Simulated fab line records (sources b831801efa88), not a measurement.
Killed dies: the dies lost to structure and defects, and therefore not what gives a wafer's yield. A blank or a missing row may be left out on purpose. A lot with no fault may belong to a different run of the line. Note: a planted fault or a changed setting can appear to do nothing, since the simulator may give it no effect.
Which tool did it? / flow sky130 / 45 wafers from 15 lots sampled at 5 of the route's 708 steps

WHAT THE GAUGES READ, wafer by wafer
SKY_FIELD_ISO_CD_MEAS_13: the cd target is 150 nm. Usual: cd_nm reads 150.3 nm (standard deviation 1.9).
lot=L182; measured=day 2 03:54; on=cd_sem-02; cd_nm (nm)=150.4 152.9 152.7; flag=
lot=L183; measured=day 2 11:17; on=cd_sem-01; cd_nm (nm)=151.7 152.2 152.2; flag=
lot=L184; measured=day 2 15:29; on=cd_sem-01; cd_nm (nm)=150.0 150.8 149.8; flag=
lot=L185; measured=day 2 23:05; on=cd_sem-01; cd_nm (nm)=152.4 152.7 151.3; flag=
lot=L186; measured=day 3 01:58; on=cd_sem-02; cd_nm (nm)=146.0 144.4 146.0; flag=
lot=L188; measured=day 3 13:26; on=cd_sem-02; cd_nm (nm)=150.1 151.1 148.8; flag=
lot=L191; measured=day 4 04:22; on=cd_sem-02; cd_nm (nm)=149.6 149.0 151.1; flag=
lot=L192; measured=day 4 09:23; on=cd_sem-01; cd_nm (nm)=150.2 150.8 150.0; flag=
lot=L193; measured=day 4 13:44; on=cd_sem-02; cd_nm (nm)=150.9 149.9 148.9; flag=
lot=L194; measured=day 4 18:16; on=cd_sem-01; cd_nm (nm)=152.3 151.8 152.5; flag=
lot=L196; measured=day 5 06:24; on=cd_sem-01; cd_nm (nm)=149.5 151.1 151.1; flag=
lot=L200; measured=day 6 01:50; on=cd_sem-02; cd_nm (nm)=151.3 151.5 151.2; flag=
lot=L201; measured=day 6 06:36; on=cd_sem-02; cd_nm (nm)=151.9 151.3 149.8; flag=
lot=L202; measured=day 6 14:05; on=cd_sem-01; cd_nm (nm)=150.8 150.1 151.0; flag=
lot=L205; measured=day 7 16:44; on=cd_sem-02; cd_nm (nm)=147.5 146.0 147.2; flag=

SKY_NWELL_OVL_MEAS_23. Usual: for NWELL_01_OVL the level is -0.2 nm and the standard deviation is 1.5.
lot=L182; measured=day 5 05:22; on=overlay-02; NWELL_01_OVL (nm)=-0.7 0.3 -2.3; flag=
lot=L183; measured=day 5 17:32; on=overlay-02; NWELL_01_OVL (nm)=0.1 2.0 0.4; flag=
lot=L184; measured=day 5 21:25; on=overlay-02; NWELL_01_OVL (nm)=0.1 1.4 1.9; flag=
lot=L185; measured=day 6 02:53; on=overlay-01; NWELL_01_OVL (nm)=-0.5 -0.1 0.6; flag=
lot=L186; measured=day 6 07:29; on=overlay-01; NWELL_01_OVL (nm)=-1.3 -0.4 -0.7; flag=
lot=L188; measured=day 6 19:14; on=overlay-02; NWELL_01_OVL (nm)=-0.4 -0.3 0.3; flag=
lot=L191; measured=day 7 13:56; on=overlay-02; NWELL_01_OVL (nm)=- - -; flag=OFF
lot=L192; measured=day 7 20:26; on=overlay-01; NWELL_01_OVL (nm)=- - -; flag=OFF
lot=L193; measured=day 8 06:08; on=overlay-01; NWELL_01_OVL (nm)=- - -; flag=OFF
lot=L194; measured=day 8 07:16; on=overlay-01; NWELL_01_OVL (nm)=-3.1 -2.0 -0.4; flag=
lot=L196; measured=day 8 17:16; on=overlay-01; NWELL_01_OVL (nm)=-1.8 -1.5 -0.9; flag=
lot=L200; measured=day 9 22:34; on=overlay-01; NWELL_01_OVL (nm)=0.9 0.1 0.4; flag=
lot=L201; measured=day 10 02:11; on=overlay-01; NWELL_01_OVL (nm)=-2.0 -1.0 -1.0; flag=
lot=L202; measured=day 10 07:50; on=overlay-02; NWELL_01_OVL (nm)=0.1 1.4 2.0; flag=
lot=L205; measured=day 11 17:16; on=overlay-02; NWELL_01_OVL (nm)=-0.5 -0.4 -1.5; flag=

SKY_VT_ADJUST_HVTR_OVL_MEAS_08. Usual: for VT_ADJUST_HVTR_OVL the level is 0.0 nm and the standard deviation is 1.3.
lot=L182; measured=day 9 06:14; on=overlay-01; VT_ADJUST_HVTR_OVL (nm)=-0.1 -0.3 -0.3; flag=
lot=L183; measured=day 9 20:10; on=overlay-01; VT_ADJUST_HVTR_OVL (nm)=-1.8 -1.7 -1.8; flag=
lot=L184; measured=day 10 00:45; on=overlay-01; VT_ADJUST_HVTR_OVL (nm)=0.9 -0.7 -0.6; flag=
lot=L185; measured=day 10 07:37; on=overlay-02; VT_ADJUST_HVTR_OVL (nm)=0.8 -0.9 0.4; flag=
lot=L186; measured=day 10 13:49; on=overlay-02; VT_ADJUST_HVTR_OVL (nm)=0.0 -0.4 -0.9; flag=
lot=L188; measured=day 11 06:06; on=overlay-01; VT_ADJUST_HVTR_OVL (nm)=0.3 0.7 -2.5; flag=
lot=L191; measured=day 12 03:26; on=overlay-02; VT_ADJUST_HVTR_OVL (nm)=1.2 1.5 0.4; flag=
lot=L192; measured=day 12 14:02; on=overlay-01; VT_ADJUST_HVTR_OVL (nm)=-1.2 -0.8 -0.2; flag=
lot=L193; measured=day 13 00:51; on=overlay-02; VT_ADJUST_HVTR_OVL (nm)=1.1 2.0 -0.9; flag=
lot=L194; measured=day 13 01:24; on=overlay-02; VT_ADJUST_HVTR_OVL (nm)=-0.5 0.3 -0.6; flag=
lot=L196; measured=day 13 13:20; on=overlay-02; VT_ADJUST_HVTR_OVL (nm)=0.0 2.4 1.3; flag=
lot=L200; measured=day 15 02:47; on=overlay-01; VT_ADJUST_HVTR_OVL (nm)=1.7 -0.2 0.9; flag=
lot=L201; measured=day 15 06:35; on=overlay-01; VT_ADJUST_HVTR_OVL (nm)=-0.4 -1.6 -0.8; flag=
lot=L202; measured=day 15 14:59; on=overlay-01; VT_ADJUST_HVTR_OVL (nm)=-1.9 -5.5 -1.0; flag=
lot=L205; measured=day 17 07:09; on=overlay-01; VT_ADJUST_HVTR_OVL (nm)=2.0 -0.2 0.1; flag=

WHICH TOOL RAN EACH LOT (tool, then ch and the chambers of the sampled wafers, then the start)
lot=L182; SKY_FIELD_ISO_ETCH_17=rie_si-01 ch 0,2, day 2 04:12; SKY_NWELL_COAT_18=litho_track-01 ch 0, day 4 20:39
lot=L183; SKY_FIELD_ISO_ETCH_17=rie_si-02 ch 0,1, day 2 11:33; SKY_NWELL_COAT_18=litho_track-02 ch 0, day 5 08:14
lot=L184; SKY_FIELD_ISO_ETCH_17=rie_si-02 ch 0,2, day 2 15:48; SKY_NWELL_COAT_18=litho_track-01 ch 0, day 5 12:44
lot=L185; SKY_FIELD_ISO_ETCH_17=rie_si-01 ch 0,1, day 2 23:20; SKY_NWELL_COAT_18=litho_track-03 ch 0, day 5 17:52
lot=L186; SKY_FIELD_ISO_ETCH_17=rie_si-02 ch 0,2, day 3 02:15; SKY_NWELL_COAT_18=litho_track-03 ch 0, day 5 22:23
lot=L188; SKY_FIELD_ISO_ETCH_17=rie_si-02 ch 0,1, day 3 13:45; SKY_NWELL_COAT_18=litho_track-01 ch 0, day 6 10:05
lot=L191; SKY_FIELD_ISO_ETCH_17=rie_si-02 ch 0,2, day 4 04:41; SKY_NWELL_COAT_18=litho_track-03, day 7 03:17
lot=L192; SKY_FIELD_ISO_ETCH_17=rie_si-02 ch 2,3, day 4 09:42; SKY_NWELL_COAT_18=litho_track-02, day 7 09:31
lot=L193; SKY_FIELD_ISO_ETCH_17=rie_si-01 ch 0,2,3, day 4 14:03; SKY_NWELL_COAT_18=litho_track-02, day 7 19:49
lot=L194; SKY_FIELD_ISO_ETCH_17=rie_si-02 ch 0,1,3, day 4 18:35; SKY_NWELL_COAT_18=litho_track-01 ch 0, day 7 21:02
lot=L196; SKY_FIELD_ISO_ETCH_17=rie_si-01 ch 0,3, day 5 06:42; SKY_NWELL_COAT_18=litho_track-03 ch 0, day 8 06:46
lot=L200; SKY_FIELD_ISO_ETCH_17=rie_si-01 ch 0,2, day 6 02:08; SKY_NWELL_COAT_18=litho_track-03 ch 0, day 9 11:31
lot=L201; SKY_FIELD_ISO_ETCH_17=rie_si-02 ch 0,1,2, day 6 06:54; SKY_NWELL_COAT_18=litho_track-03 ch 0, day 9 15:07
lot=L202; SKY_FIELD_ISO_ETCH_17=rie_si-01 ch 1,2,3, day 6 14:25; SKY_NWELL_COAT_18=litho_track-03 ch 0, day 9 20:38
lot=L205; SKY_FIELD_ISO_ETCH_17=rie_si-01 ch 1,2,3, day 7 17:03; SKY_NWELL_COAT_18=litho_track-02 ch 0, day 11 04:37
- SKY_FIELD_ISO_ETCH_17: etches Si in HBr/Cl2/O2, target depth 342 nm, time 97.7 s.
- SKY_NWELL_COAT_18: resist thk 3000 nm.

AS READ BY THE TOOLS THEMSELVES (means over the sampled wafers that have a number; for cases with no such wafer, the mark the record gives instead)
SKY_FIELD_ISO_ETCH_17. Usual: drypump_motor_current_A 6.0 A, standard deviation 0.37; oes_product_au 1.001 a.u., standard deviation 0.0082; throttle_valve_pct 25.657 %, standard deviation 0.011.
lot=L182; tool=rie_si-01; drypump_motor_current_A (A)=5.7; oes_product_au (a.u.)=0.993; throttle_valve_pct (%)=25.659; flag=
lot=L183; tool=rie_si-02; drypump_motor_current_A (A)=6.3; oes_product_au (a.u.)=0.992; throttle_valve_pct (%)=25.657; flag=
lot=L184; tool=rie_si-02; drypump_motor_current_A (A)=5.8; oes_product_au (a.u.)=1.004; throttle_valve_pct (%)=25.649; flag=
lot=L185; tool=rie_si-01; drypump_motor_current_A (A)=5.8; oes_product_au (a.u.)=0.998; throttle_valve_pct (%)=25.660; flag=
lot=L186; tool=rie_si-02; drypump_motor_current_A (A)=5.8; oes_product_au (a.u.)=1.000; throttle_valve_pct (%)=25.661; flag=
lot=L188; tool=rie_si-02; drypump_motor_current_A (A)=6.3; oes_product_au (a.u.)=1.004; throttle_valve_pct (%)=25.656; flag=
lot=L191; tool=rie_si-02; drypump_motor_current_A (A)=5.8; oes_product_au (a.u.)=1.006; throttle_valve_pct (%)=25.662; flag=
lot=L192; tool=rie_si-02; drypump_motor_current_A (A)=6.0; oes_product_au (a.u.)=1.002; throttle_valve_pct (%)=25.658; flag=
lot=L193; tool=rie_si-01; drypump_motor_current_A (A)=5.9; oes_product_au (a.u.)=0.992; throttle_valve_pct (%)=25.661; flag=
lot=L194; tool=rie_si-02; drypump_motor_current_A (A)=6.1; oes_product_au (a.u.)=0.998; throttle_valve_pct (%)=25.666; flag=
lot=L196; tool=rie_si-01; drypump_motor_current_A (A)=5.8; oes_product_au (a.u.)=1.008; throttle_valve_pct (%)=25.649; flag=
lot=L200; tool=rie_si-01; drypump_motor_current_A (A)=5.7; oes_product_au (a.u.)=0.999; throttle_valve_pct (%)=25.652; flag=
lot=L201; tool=rie_si-02; drypump_motor_current_A (A)=6.1; oes_product_au (a.u.)=0.996; throttle_valve_pct (%)=25.661; flag=
lot=L202; tool=rie_si-01; drypump_motor_current_A (A)=6.0; oes_product_au (a.u.)=1.002; throttle_valve_pct (%)=25.662; flag=
lot=L205; tool=rie_si-01; drypump_motor_current_A (A)=6.0; oes_product_au (a.u.)=0.997; throttle_valve_pct (%)=25.667; flag=

SKY_NWELL_COAT_18. Usual: chill_plate_temp_C 23.00 C, standard deviation 0.1; dispense_pressure_kPa 49 kPa, standard deviation 4.4.
lot=L182; tool=litho_track-01; chill_plate_temp_C (C)=23.09; dispense_pressure_kPa (kPa)=56; flag=
lot=L183; tool=litho_track-02; chill_plate_temp_C (C)=22.89; dispense_pressure_kPa (kPa)=47; flag=
lot=L184; tool=litho_track-01; chill_plate_temp_C (C)=23.02; dispense_pressure_kPa (kPa)=56; flag=
lot=L185; tool=litho_track-03; chill_plate_temp_C (C)=23.09; dispense_pressure_kPa (kPa)=46; flag=
lot=L186; tool=litho_track-03; chill_plate_temp_C (C)=22.89; dispense_pressure_kPa (kPa)=46; flag=
lot=L188; tool=litho_track-01; chill_plate_temp_C (C)=22.97; dispense_pressure_kPa (kPa)=56; flag=
lot=L191; tool=litho_track-03; chill_plate_temp_C (C)=-; dispense_pressure_kPa (kPa)=-; flag=OFF
lot=L192; tool=litho_track-02; chill_plate_temp_C (C)=-; dispense_pressure_kPa (kPa)=-; flag=OFF
lot=L193; tool=litho_track-02; chill_plate_temp_C (C)=-; dispense_pressure_kPa (kPa)=-; flag=OFF
lot=L194; tool=litho_track-01; chill_plate_temp_C (C)=23.04; dispense_pressure_kPa (kPa)=56; flag=
lot=L196; tool=litho_track-03; chill_plate_temp_C (C)=22.95; dispense_pressure_kPa (kPa)=46; flag=
lot=L200; tool=litho_track-03; chill_plate_temp_C (C)=22.95; dispense_pressure_kPa (kPa)=46; flag=
lot=L201; tool=litho_track-03; chill_plate_temp_C (C)=22.89; dispense_pressure_kPa (kPa)=46; flag=
lot=L202; tool=litho_track-03; chill_plate_temp_C (C)=23.01; dispense_pressure_kPa (kPa)=46; flag=
lot=L205; tool=litho_track-02; chill_plate_temp_C (C)=23.01; dispense_pressure_kPa (kPa)=47; flag=

THE ANSWER, worked out from the rows above alone
Rule: a lot counts as off when the mean over its wafers that have a number is more than 3 standard deviations away from the usual mean. A lot without any number at a reading at which 4 lots or more have one is off too. All remaining lots with rows at the step are treated as sound. The gauges are gone through in route order, then the tools' own readings, and for those a lot's mean is taken as printed above. At the first step where some lot is off, the reading lying furthest off is the one used; lots without a number count as furthest.
Off: L191, L192, L193, seen at SKY_NWELL_OVL_MEAS_23 (NWELL_01_OVL). Without a number there: L191, L192, L193.
If a tool, at a process step before that reading, ran all the lots that are off and no sound lot after the first of them, it fits. The gauges at SKY_NWELL_OVL_MEAS_23 aren't tried: what is off there is off at SKY_NWELL_COAT_18 too, on other tools, and a gauge's error can't cause that. Not one of the candidates tried fits.

WHAT THE SIMULATOR PUT IN
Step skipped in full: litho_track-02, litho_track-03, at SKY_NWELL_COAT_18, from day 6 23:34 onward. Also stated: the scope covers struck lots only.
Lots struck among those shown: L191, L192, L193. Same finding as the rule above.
